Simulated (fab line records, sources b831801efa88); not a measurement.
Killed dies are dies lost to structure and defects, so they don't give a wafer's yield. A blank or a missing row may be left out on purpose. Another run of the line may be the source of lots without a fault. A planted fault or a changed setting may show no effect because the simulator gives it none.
Matching of chambers -- flow sky130 -- SKY_FIELD_ISO_ETCH_17 on rie-si-01: 4 sister chambers
The step etches Si in HBr/Cl2/O2, target depth 342 nm, time 97.7 s. 8 wafers are shown with their chamber, then 7 later ones without.

## EACH WAFER AND ITS CHAMBER
wafer,chamber,drypump-motor-current-A (A),oes-product-au (a.u.)
L247.5,3,5.71,0.991
L249.4,3,5.69,0.983
L252.2,1,6.28,0.992
L252.4,2,6.19,0.996
L253.2,0,5.96,0.997
L253.5,2,6.20,1.004
L259.3,0,5.96,1.000
L259.5,1,6.26,0.987

## WAFERS WITH NO CHAMBER GIVEN
wafer,drypump-motor-current-A (A),oes-product-au (a.u.)
L259.6,5.93,0.999
L261.2,5.69,0.985
L261.3,6.16,0.988
L261.5,5.71,0.995
L266.2,5.95,1.000
L266.3,6.26,0.990
L266.6,6.26,0.998

## WHICH CHAMBER EACH ONE RAN IN
wafer,from the rows above,in truth
L259.6,0,0
L261.2,3,3
L261.3,2,2
L261.5,3,3
L266.2,0,0
L266.3,1,1
L266.6,1,1
Correctly placed: 7 of 7. Can't be placed from these rows: 0. Wrongly placed: 0.
How it was worked out, from the rows above alone: a wafer's distance from a chamber is the root of the sum, over the readings, of the square of ((its reading less the chamber's mean) divided by the reading's scatter). If the next closest chamber is less than 2 further off than the closest, the wafer can't be placed; otherwise it belongs to the closest. The mean given for a chamber averages the wafers shown for that chamber. How the scatter is found: for the shown wafers, subtract from each reading the mean of its chamber, square and add these, divide the total by (wafers less chambers), then take the root.
